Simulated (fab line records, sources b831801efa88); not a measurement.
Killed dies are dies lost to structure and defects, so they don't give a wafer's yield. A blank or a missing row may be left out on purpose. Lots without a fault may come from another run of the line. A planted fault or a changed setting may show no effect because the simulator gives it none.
Which tool did it? | flow gf180mcu | 6 lots, 18 wafers sampled, at 3 steps of a route of 602

WHAT THE GAUGES READ, wafer by wafer
GF_VT_IMPLANT_RS_MEAS_47: measures by four-point-probe.
lot  | measured     | on            | NWELL_RS (ohm/sq)
L575 | day 8 00:08  | film_metro-03 | 485.9 486.6 487.0
L577 | day 8 13:15  | film_metro-02 | 489.3 490.8 489.9
L580 | day 9 05:53  | film_metro-04 | 487.9 488.8 489.1
L582 | day 9 21:53  | film_metro-03 | 486.3 485.8 486.4
L589 | day 12 03:14 | film_metro-04 | 500.5 499.9 500.2
L594 | day 14 00:56 | film_metro-03 | 489.8 487.8 487.1

WHICH TOOL RAN EACH LOT (tool, then ch and the chambers of the sampled wafers, then the start)
lot  | GF_NWELL_IMPLANT_09            | GF_LVPWELL_STRIP_10
L575 | implanter-04 ch 0, day 3 18:53 | plasma_asher-04 ch 0,1, day 4 08:44
L577 | implanter-03 ch 0, day 4 06:02 | plasma_asher-02 ch 0,1, day 4 20:05
L580 | implanter-03 ch 0, day 4 20:25 | plasma_asher-03 ch 0,1, day 5 11:16
L582 | implanter-03 ch 0, day 5 09:05 | plasma_asher-04 ch 1, day 5 23:37
L589 | implanter-04 ch 0, day 7 01:11 | plasma_asher-02 ch 0,1, day 7 16:23
L594 | implanter-02 ch 0, day 8 13:26 | plasma_asher-02 ch 0,1, day 9 06:37
- GF_NWELL_IMPLANT_09
- GF_LVPWELL_STRIP_10: strips in O2/N2.

THE ANSWER, worked out from the rows above alone
Rule: what is usual is taken from the lots themselves. Put in order of their means at a reading, lots are off if they are a third of the lots or fewer, leave a main group of 4 or more, and stand apart from it by a gap of 3 or more times the standard deviation of the main group's means; of several such gaps the widest counts. A main group whose means are all the same, to the digits that the tables above print for the reading, isn't used. A lot without any number at a reading at which 4 lots or more have one is off too. The other lots that the step has rows for count as sound.
Off: L589, at GF_VT_IMPLANT_RS_MEAS_47 (NWELL_RS). The main group: mean 487.9 ohm/sq, standard deviation 1.4.
A tool fits if, at a process step before that reading, it ran every lot that is off, and no sound lot after the first of them. The gauges at GF_VT_IMPLANT_RS_MEAS_47 are tried like those tools. Can't be told from this: 2 tools fit, implanter-04 at GF_NWELL_IMPLANT_09, film_metro-04 at GF_VT_IMPLANT_RS_MEAS_47.

WHAT THE SIMULATOR HAD PUT IN
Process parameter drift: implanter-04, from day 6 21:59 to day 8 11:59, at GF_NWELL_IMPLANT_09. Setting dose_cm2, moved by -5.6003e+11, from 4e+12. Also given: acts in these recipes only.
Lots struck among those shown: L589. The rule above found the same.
